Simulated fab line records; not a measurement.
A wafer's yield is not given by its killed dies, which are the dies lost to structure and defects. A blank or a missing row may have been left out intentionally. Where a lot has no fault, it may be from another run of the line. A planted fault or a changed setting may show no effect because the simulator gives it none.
fab line records + flow gf180mcu
record
- lots=6
- wafers=18
- last-day=34
route steps=602 shown TOP_METAL@583 PASSIVATION@587
lots that met no fault: taken from a fault-free run of the same line
start-h: hours from the record's opening day to when the first of the lot's shown wafers began + wait-h: hours from the lot's prior step to this one + " unchanged from the row above + L1.1+2: one row covering several wafers at once + - no value, or no start given + * or withheld: withheld + < > ~ a bound
route shown NAME@n: NAME is a module with steps in the file, n the number in the route of the first one + usual: mean/standard deviation taken from wafers without a fault + same: alike in all rows + chamber/n: place in a boat + sites: readings site by site + _std_site: the standard deviation of these + _edge_site: inner sites' mean taken away from outer sites' mean + radius-mm: for every site, how far away it sits from the centre of the wafer + mask NAME#n: copy n + behind: tool/chamber where the wafer was last shaped + hold: why the lot was held/for how many hours/how that ended + device: the n, p or np transistor that did not switch + end of line: at the end of the route, the tests of the same wafers + a step without rows: its recipe alone + killed: count of dies lost to structure and defects at first sort (not the wafer's yield) + map: the dies of a wafer, with x for killed, . for not killed, _ for no die there
set.NAME: the setting as run; set.NAME@STEP: as run at that earlier step + model.NAME: the simulator's own value behind a step, which no gauge read
a table for each step, a row for each wafer; lots at some steps of the route
services: the hour from which a tool's chamber was out of use, counted from the record's first day as start-h (under 0 if before that day), plus the number of hours and why
## steps
# step GF_TOP_METAL_METAL_ETCH_16
# recipe
- chemistry=Cl2/BCl3
- mask-material=NOVOLAK
- target-depth-nm=1077.5
- stop-on=SiO2
- pressure-mtorr=8
- icp-w=800
- bias-w=140
- Cl2_flow_sccm=80
- bcl3-flow-sccm=40
- time-s=179.6
# usual
- chamber-pressure-mTorr=8.000/0.008
- drypump-motor-current-A=5.9/0.33
- oes-product-au=0.965/0.0075
- throttle-valve-pct=28.258/0.011
| lot.wafer | tool         | chamber | start-h | wait-h | chamber-pressure-mTorr | drypump-motor-current-A | oes-product-au | rf-hours-counter-h | throttle-valve-pct |
|-----------|--------------|---------|---------|--------|------------------------|-------------------------|----------------|--------------------|--------------------|
| L745.2    | rie-metal-01 | 0       | 664.07  | 0.0    | 7.988                  | 6.4                     | 0.963          | 6                  | 28.267             |
| L745.4    | "            | 0       | "       | "      | 7.993                  | 6.4                     | 0.963          | -                  | 28.255             |
| L745.6    | "            | 1       | "       | "      | 8.002                  | 5.6                     | 0.965          | -                  | 28.275             |
| L746.3    | rie-metal-02 | 1       | 671.85  | 0.1    | 7.992                  | 6.0                     | 0.956          | -                  | 28.271             |
| L746.5    | "            | 1       | "       | "      | 8.001                  | 6.0                     | 0.972          | -                  | 28.273             |
| L746.6    | "            | 0       | "       | "      | 7.983                  | 5.6                     | 0.944          | -                  | 28.289             |
| L752.1    | rie-metal-04 | 0       | 720.94  | 0.0    | 8.004                  | 5.9                     | 0.968          | 14                 | 28.246             |
| L752.4    | "            | 1       | "       | "      | 7.991                  | 5.9                     | 0.968          | -                  | 28.240             |
| L752.5    | "            | 1       | "       | "      | 8.008                  | 6.0                     | 0.962          | -                  | 28.265             |
| L755.1    | rie-metal-01 | 1       | 738.27  | 0.0    | 8.001                  | 5.6                     | 0.956          | 10                 | 28.256             |
| L755.3    | "            | 0       | "       | "      | 7.995                  | 6.4                     | 0.966          | -                  | 28.269             |
| L755.6    | "            | 1       | "       | "      | 7.997                  | 5.6                     | 0.958          | -                  | 28.267             |
| L761.1    | rie-metal-04 | 0       | 780.31  | 0.0    | 8.006                  | 5.9                     | 0.961          | 15                 | 28.253             |
| L761.4    | "            | 1       | "       | "      | 7.998                  | 6.0                     | 0.949          | -                  | 28.273             |
| L761.5    | "            | 1       | "       | "      | 8.008                  | 6.0                     | 0.955          | -                  | 28.271             |
| L764.2    | rie-metal-04 | 0       | 789.74  | 0.0    | 8.003                  | 6.0                     | 0.960          | 16                 | 28.268             |
| L764.5    | "            | 0       | "       | "      | 7.996                  | 5.9                     | 0.961          | -                  | 28.256             |
| L764.6    | "            | 1       | "       | "      | 8.015                  | 5.9                     | 0.964          | -                  | 28.255             |
# step GF_TOP_METAL_STRIP_17
# recipe
- chemistry=O2/N2
- power-w=1400
- pressure-mtorr=1500
- platen-temp-c=250
- o2-flow-sccm=3000
- n2-flow-sccm=300
- overash-fraction=0.5
# usual
- chamber-pressure-mTorr=1500.1/1.4
- drypump-motor-current-A=5.8/0.38
- heater-power-w=330/24
- oes-product-au=0.710/0.0037
- strip-time-to-endpoint-s=13.42/0.11
| lot.wafer | tool            | chamber | start-h | wait-h | chamber-pressure-mTorr | drypump-motor-current-A | heater-power-w | oes-product-au | rf-hours-counter-h | strip-time-to-endpoint-s |
|-----------|-----------------|---------|---------|--------|------------------------|-------------------------|----------------|----------------|--------------------|--------------------------|
| L745.2    | plasma-asher-03 | 0       | 664.24  | 0.1    | 1499.3                 | 6.2                     | 374            | 0.706          | 108                | 13.20                    |
| L745.4    | "               | 0       | "       | "      | 1499.8                 | 6.2                     | 387            | 0.709          | -                  | 13.23                    |
| L745.6    | "               | 1       | "       | "      | 1501.8                 | 5.4                     | 311            | 0.711          | -                  | 13.24                    |
| L746.3    | plasma-asher-04 | 0       | 672.00  | 0.1    | 1499.6                 | 6.2                     | 345            | 0.712          | -                  | 13.40                    |
| L746.5    | "               | 1       | "       | "      | 1501.0                 | 5.3                     | 316            | 0.706          | -                  | 13.30                    |
| L746.6    | "               | 0       | "       | "      | 1501.0                 | 6.3                     | 347            | 0.707          | -                  | 13.28                    |
| L752.1    | plasma-asher-03 | 1       | 721.11  | 0.1    | 1500.3                 | 5.4                     | 312            | 0.710          | 116                | 13.66                    |
| L752.4    | "               | 1       | "       | "      | 1499.8                 | 5.4                     | 316            | 0.711          | -                  | 13.59                    |
| L752.5    | "               | 1       | "       | "      | 1498.3                 | 5.4                     | 308            | 0.705          | -                  | 13.60                    |
| L755.1    | plasma-asher-01 | 0       | 738.44  | 0.1    | 1501.7                 | 5.6                     | 309            | 0.713          | 62                 | 13.30                    |
| L755.3    | "               | 0       | "       | "      | 1501.2                 | 5.6                     | 300            | 0.714          | -                  | 13.33                    |
| L755.6    | "               | 0       | "       | "      | 1498.7                 | 5.6                     | 291            | 0.708          | -                  | 13.31                    |
| L761.1    | plasma-asher-01 | 1       | 780.48  | 0.1    | 1498.6                 | 6.0                     | 337            | 0.710          | 66                 | 13.61                    |
| L761.4    | "               | 1       | "       | "      | 1500.3                 | 6.0                     | 333            | 0.709          | -                  | 13.63                    |
| L761.5    | "               | 1       | "       | "      | 1499.2                 | 6.0                     | 330            | 0.708          | -                  | 13.55                    |
| L764.2    | plasma-asher-04 | 1       | 789.91  | 0.1    | 1498.2                 | 5.3                     | 319            | 0.711          | 39                 | 13.55                    |
| L764.5    | "               | 1       | "       | "      | 1501.7                 | 5.3                     | 322            | 0.710          | -                  | 13.54                    |
| L764.6    | "               | 0       | "       | "      | 1500.4                 | 6.2                     | 346            | 0.709          | -                  | 13.55                    |
# step GF_TOP_METAL_STRIP_18
# recipe
- chemistry=post-etch-residue-remover
- time-s=1200
- temp-c=72.5
# step GF_TOP_METAL_CLEAN_19
# recipe
- chemistry=DIW
- dry=n2-spin
# step GF_PASSIVATION_CVD_00
# recipe
- material=SiO2
- target-thk-nm=1000
- precursor=TEOS
- temp-c=400
- time-s=111.95
- rf-w=600
# usual
- heater-power-outer-w=353/76
- heater-power-w=636/110
| lot.wafer | tool     | chamber | start-h | wait-h | heater-power-outer-w | heater-power-w |
|-----------|----------|---------|---------|--------|----------------------|----------------|
| L745.2    | pecvd-02 | 1       | 664.77  | 0.0    | 417                  | 733            |
| L745.4    | "        | 0       | "       | "      | 308                  | 542            |
| L745.6    | "        | 2       | "       | "      | 365                  | 686            |
| L746.3    | pecvd-04 | 1       | 672.50  | 0.0    | 286                  | 535            |
| L746.5    | "        | 1       | "       | "      | 191                  | 405            |
| L746.6    | "        | 0       | "       | "      | 397                  | 717            |
| L752.1    | pecvd-03 | 1       | 721.65  | 0.0    | 269                  | 484            |
| L752.4    | "        | 2       | "       | "      | 394                  | 818            |
| L752.5    | "        | 1       | "       | "      | 299                  | 504            |
| L755.1    | pecvd-02 | 2       | 738.98  | 0.0    | 392                  | 712            |
| L755.3    | "        | 0       | "       | "      | 284                  | 525            |
| L755.6    | "        | 1       | "       | "      | 449                  | 769            |
| L761.1    | pecvd-02 | 2       | 781.02  | 0.0    | 362                  | 668            |
| L761.4    | "        | 2       | "       | "      | 398                  | 711            |
| L761.5    | "        | 0       | "       | "      | 331                  | 584            |
| L764.2    | pecvd-04 | 0       | 790.45  | 0.0    | 384                  | 686            |
| L764.5    | "        | 0       | "       | "      | 295                  | 561            |
| L764.6    | "        | 2       | "       | "      | 415                  | 679            |
# step GF_PASSIVATION_THK_MEAS_01
# recipe
- reads=SiO2_of_PASSIVATION_CVD_00
# usual
- PASSIVATION_CVD_00_THK=1005/12
| lot.wafer | tool          | chamber | start-h | wait-h | PASSIVATION_CVD_00_THK[nm] |
|-----------|---------------|---------|---------|--------|----------------------------|
| L745.2    | film-metro-01 | -       | 664.86  | 0.0    | 986                        |
| L745.4    | "             | -       | "       | "      | 996                        |
| L745.6    | "             | -       | "       | "      | 1004                       |
| L746.3    | film-metro-04 | -       | 672.60  | 0.1    | 1013                       |
| L746.5    | "             | -       | "       | "      | 1015                       |
| L746.6    | "             | -       | "       | "      | 1017                       |
| L752.1    | film-metro-04 | -       | 721.72  | 0.0    | 1007                       |
| L752.4    | "             | -       | "       | "      | 1010                       |
| L752.5    | "             | -       | "       | "      | 1030                       |
| L755.1    | film-metro-01 | -       | 739.06  | 0.0    | 1006                       |
| L755.3    | "             | -       | "       | "      | 981                        |
| L755.6    | "             | -       | "       | "      | 1015                       |
| L761.1    | film-metro-03 | -       | 781.10  | 0.0    | 1007                       |
| L761.4    | "             | -       | "       | "      | 1023                       |
| L761.5    | "             | -       | "       | "      | 1004                       |
| L764.2    | film-metro-01 | -       | 790.53  | 0.0    | 1005                       |
| L764.5    | "             | -       | "       | "      | 1026                       |
| L764.6    | "             | -       | "       | "      | 1018                       |
# step GF_PASSIVATION_CVD_02
# recipe
- material=Si3N4
- target-thk-nm=700
- time-s=486.18
- temp-c=400
- rf-w=450
# usual
- heater-power-outer-w=389/79
- heater-power-w=683/120
| lot.wafer | tool     | chamber | start-h | wait-h | heater-power-outer-w | heater-power-w |
|-----------|----------|---------|---------|--------|----------------------|----------------|
| L745.2    | pecvd-04 | 2       | 664.91  | 0.0    | 404                  | 683            |
| L745.4    | "        | 0       | "       | "      | 403                  | 723            |
| L745.6    | "        | 2       | "       | "      | 457                  | 701            |
| L746.3    | pecvd-02 | 2       | 672.64  | 0.0    | 351                  | 658            |
| L746.5    | "        | 1       | "       | "      | 505                  | 875            |
| L746.6    | "        | 2       | "       | "      | 384                  | 692            |
| L752.1    | pecvd-04 | 1       | 721.78  | 0.1    | 299                  | 566            |
| L752.4    | "        | 0       | "       | "      | 332                  | 623            |
| L752.5    | "        | 2       | "       | "      | 437                  | 697            |
| L755.1    | pecvd-03 | 1       | 739.12  | 0.1    | 350                  | 568            |
| L755.3    | "        | 0       | "       | "      | 490                  | 792            |
| L755.6    | "        | 1       | "       | "      | 257                  | 467            |
| L761.1    | pecvd-04 | 2       | 781.16  | 0.1    | 491                  | 772            |
| L761.4    | "        | 1       | "       | "      | 278                  | 509            |
| L761.5    | "        | 2       | "       | "      | 396                  | 656            |
| L764.2    | pecvd-02 | 1       | 790.58  | 0.0    | 521                  | 863            |
| L764.5    | "        | 1       | "       | "      | 526                  | 904            |
| L764.6    | "        | 0       | "       | "      | 334                  | 585            |
# step GF_PASSIVATION_THK_MEAS_03
# recipe
- reads=Si3N4_of_PASSIVATION_CVD_02
# usual
- PASSIVATION_CVD_02_THK=700/9.3
| lot.wafer | tool          | chamber | start-h | wait-h | PASSIVATION_CVD_02_THK[nm] |
|-----------|---------------|---------|---------|--------|----------------------------|
| L745.2    | film-metro-01 | -       | 665.21  | 0.2    | 684                        |
| L745.4    | "             | -       | "       | "      | 702                        |
| L745.6    | "             | -       | "       | "      | 702                        |
| L746.3    | film-metro-04 | -       | 672.95  | 0.2    | 697                        |
| L746.5    | "             | -       | "       | "      | 707                        |
| L746.6    | "             | -       | "       | "      | 705                        |
| L752.1    | film-metro-01 | -       | 722.07  | 0.1    | 686                        |
| L752.4    | "             | -       | "       | "      | 697                        |
| L752.5    | "             | -       | "       | "      | 698                        |
| L755.1    | film-metro-03 | -       | 739.41  | 0.1    | 698                        |
| L755.3    | "             | -       | "       | "      | 704                        |
| L755.6    | "             | -       | "       | "      | 712                        |
| L761.1    | film-metro-01 | -       | 781.44  | 0.1    | 695                        |
| L761.4    | "             | -       | "       | "      | 708                        |
| L761.5    | "             | -       | "       | "      | 705                        |
| L764.2    | film-metro-01 | -       | 790.88  | 0.2    | 712                        |
| L764.5    | "             | -       | "       | "      | 711                        |
| L764.6    | "             | -       | "       | "      | 706                        |
# step GF_PASSIVATION_DEHYDRATE_04
# recipe
- temp-c=200
- time-s=60
# step GF_PASSIVATION_HMDS_05
# recipe
- prime-time-s=60
- prime-temp-c=120
# step GF_PASSIVATION_COAT_06
# recipe
- spin-rpm=2000
- resist-thk-nm=4000
# step GF_PASSIVATION_SOFTBAKE_07
# recipe
- temp-c=110
- time-s=withheld
# step GF_PASSIVATION_EXPOSE_08
# recipe
- mask-id=Pad
- target-cd-nm=40000
- na=0.57
- dose-mj=310
# usual
- focus-offset-nm=0.0/0.48
| lot.wafer | tool             | chamber | start-h | wait-h | mask  | focus-offset-nm | model.PASSIVATION.overlay-x-nm |
|-----------|------------------|---------|---------|--------|-------|-----------------|--------------------------------|
| L745.2    | iline-stepper-02 | 0       | 674.98  | -      | Pad#0 | 0.4             | -0.1442                        |
| L745.4    | "                | 0       | "       | "      | Pad#0 | -0.4            | -0.1442                        |
| L745.6    | "                | 0       | "       | "      | Pad#0 | 0.5             | -0.1442                        |
| L746.3    | iline-stepper-02 | 0       | 682.79  | -      | Pad#0 | 0.0             | 3108                           |
| L746.5    | "                | 0       | "       | "      | Pad#0 | -0.4            | 3108                           |
| L746.6    | "                | 0       | "       | "      | Pad#0 | -0.1            | 3108                           |
| L752.1    | iline-stepper-02 | 0       | 730.63  | -      | Pad#0 | 0.1             | 3107                           |
| L752.4    | "                | 0       | "       | "      | Pad#0 | -0.2            | 3107                           |
| L752.5    | "                | 0       | "       | "      | Pad#0 | -0.8            | 3107                           |
| L755.1    | iline-stepper-01 | 0       | 748.02  | -      | Pad#0 | -0.7            | -0.795                         |
| L755.3    | "                | 0       | "       | "      | Pad#0 | 0.0             | -0.795                         |
| L755.6    | "                | 0       | "       | "      | Pad#0 | -0.3            | -0.795                         |
| L761.1    | iline-stepper-01 | 0       | 789.48  | -      | Pad#0 | -0.3            | -0.1706                        |
| L761.4    | "                | 0       | "       | "      | Pad#0 | -0.4            | -0.1706                        |
| L761.5    | "                | 0       | "       | "      | Pad#0 | -0.7            | -0.1706                        |
| L764.2    | iline-stepper-01 | 0       | 798.57  | -      | Pad#0 | 0.1             | -0.7268                        |
| L764.5    | "                | 0       | "       | "      | Pad#0 | 0.2             | -0.7268                        |
| L764.6    | "                | 0       | "       | "      | Pad#0 | 1.0             | -0.7268                        |
# step GF_PASSIVATION_PEB_09
# recipe
- temp-c=115
- time-s=withheld
## services
| tool             | chamber | start-h | hours | kind                    |
|------------------|---------|---------|-------|-------------------------|
| pecvd-02         | -       | 642.92  | 2.7   | repair                  |
| pecvd-03         | 2       | 643.83  | 8.0   | repair                  |
| rie-metal-02     | 0       | 654.30  | 14.1  | repair                  |
| iline-stepper-01 | 0       | 656.44  | -     | calibration             |
| plasma-asher-01  | -       | 672.20  | 22.1  | pm                      |
| pecvd-03         | -       | 673.10  | 2.0   | repair                  |
| pecvd-03         | -       | 678.91  | 2.8   | pm                      |
| pecvd-03         | 2       | 693.60  | 6.6   | repair                  |
| iline-stepper-02 | 0       | 696.56  | -     | calibration             |
| plasma-asher-01  | -       | 707.61  | 14.6  | pm                      |
| pecvd-02         | -       | 715.52  | 2.1   | repair                  |
| rie-metal-04     | 0       | 723.04  | 1.7   | repair                  |
| rie-metal-02     | -       | 724.30  | 1.4   | pm                      |
| plasma-asher-01  | -       | 725.31  | 12.7  | repair                  |
| iline-stepper-01 | -       | 727.67  | 1.7   | pm                      |
| plasma-asher-03  | -       | 733.75  | 9.0   | pm                      |
| plasma-asher-01  | -       | 742.32  | 4.4   | repair                  |
| rie-metal-04     | -       | 746.26  | 28.1  | pm                      |
| pecvd-02         | 1       | 754.72  | 6.7   | repair                  |
| rie-metal-04     | -       | 774.36  | 1.4   | pm                      |
| rie-metal-04     | -       | 781.94  | 0.1   | repair                  |
| iline-stepper-02 | -       | 788.32  | 2.1   | pm                      |
| iline-stepper-02 | -       | 790.41  | -     | consumable-replace:lamp |
| pecvd-02         | 0       | 796.33  | -     | calibration             |
## key
first-sign none at tools or gauges
model-effect
- step=GF_PASSIVATION_EXPOSE_08
- value=PASSIVATION.overlay-x-nm
- without=-0.4738
- struck=3108
met-at GF_PASSIVATION_EXPOSE_08
struck-wafers L746.3,L746.5,L746.6,L752.1,L752.4,L752.5
onset-between 674.98 682.79
fault
- kind=scanner-matching-overlay
- tool=iline-stepper-02
- chamber=-
- onset-h=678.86
- steps=GF_PASSIVATION_EXPOSE_08
- offset=3108.4
